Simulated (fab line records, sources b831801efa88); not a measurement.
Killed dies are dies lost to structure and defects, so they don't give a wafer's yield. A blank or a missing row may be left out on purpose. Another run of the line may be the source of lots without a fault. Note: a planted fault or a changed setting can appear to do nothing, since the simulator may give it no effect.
Matching of chambers | flow gf180mcu | 4 sister chambers for GF_POLY_GATE_ETCH_12 on rie-diel-01
The step etches BARC in N2/H2. 14 wafers are shown with their chamber, then 7 later ones without.

== WAFERS, EACH WITH ITS CHAMBER ==
wafer  | chamber | drypump-motor-current-A (A) | oes-product-au (a.u.) | throttle-valve-pct (%)
L157.1 | 3       | 5.2                         | 0.729                 | 13.224
L157.4 | 1       | 5.7                         | 0.733                 | 13.227
L157.5 | 3       | 5.2                         | 0.742                 | 13.201
L161.3 | 2       | 6.2                         | 0.738                 | 13.222
L161.5 | 0       | 5.9                         | 0.737                 | 13.223
L161.6 | 1       | 5.7                         | 0.738                 | 13.225
L162.2 | 1       | 5.7                         | 0.730                 | 13.216
L162.3 | 3       | 5.2                         | 0.737                 | 13.224
L162.5 | 3       | 5.2                         | 0.733                 | 13.205
L167.1 | 0       | 5.9                         | 0.741                 | 13.208
L167.3 | 2       | 6.1                         | 0.738                 | 13.216
L167.5 | 3       | 5.2                         | 0.730                 | 13.215
L169.1 | 1       | 5.7                         | 0.733                 | 13.210
L169.2 | 2       | 6.2                         | 0.739                 | 13.216

SIGNATURES (means of the wafers above)
reading                 | chamber 0 | chamber 1 | chamber 2 | chamber 3 | scatter within a chamber
drypump-motor-current-A | 5.900     | 5.700     | 6.167     | 5.200     | 0.0258
oes-product-au          | 0.73900   | 0.73350   | 0.73833   | 0.73420   | 0.00396
throttle-valve-pct      | 13.21550  | 13.21950  | 13.21800  | 13.21380  | 0.00881
Rule: for a wafer and a chamber, the distance is found by dividing, reading by reading, the gap between the wafer's reading and the chamber's mean by the reading's scatter, squaring, summing and taking the root. If the next closest chamber is less than 2 further off than the closest, the wafer can't be placed; otherwise it belongs to the closest. The scatter is the square root of a quotient: the sum, over the shown wafers, of each reading's squared deviation from its chamber's mean, divided by wafers minus chambers.

== WAFERS WITH NO CHAMBER GIVEN ==
wafer  | drypump-motor-current-A (A) | oes-product-au (a.u.) | throttle-valve-pct (%)
L169.3 | 5.9                         | 0.732                 | 13.206
L170.2 | 5.2                         | 0.739                 | 13.223
L170.4 | 6.2                         | 0.732                 | 13.199
L170.5 | 6.2                         | 0.731                 | 13.216
L175.1 | 5.9                         | 0.735                 | 13.207
L175.2 | 5.2                         | 0.733                 | 13.222
L175.5 | 5.7                         | 0.738                 | 13.200

== CHAMBER TAKEN BY EACH ==
wafer  | from the rows above | in truth
L169.3 | 0                   | 0
L170.2 | 3                   | 3
L170.4 | 2                   | 2
L170.5 | 2                   | 2
L175.1 | 0                   | 0
L175.2 | 3                   | 3
L175.5 | 1                   | 1
Correct placement for 7 of the 7. Left unplaced by these rows: 0. 0 placed wrongly.
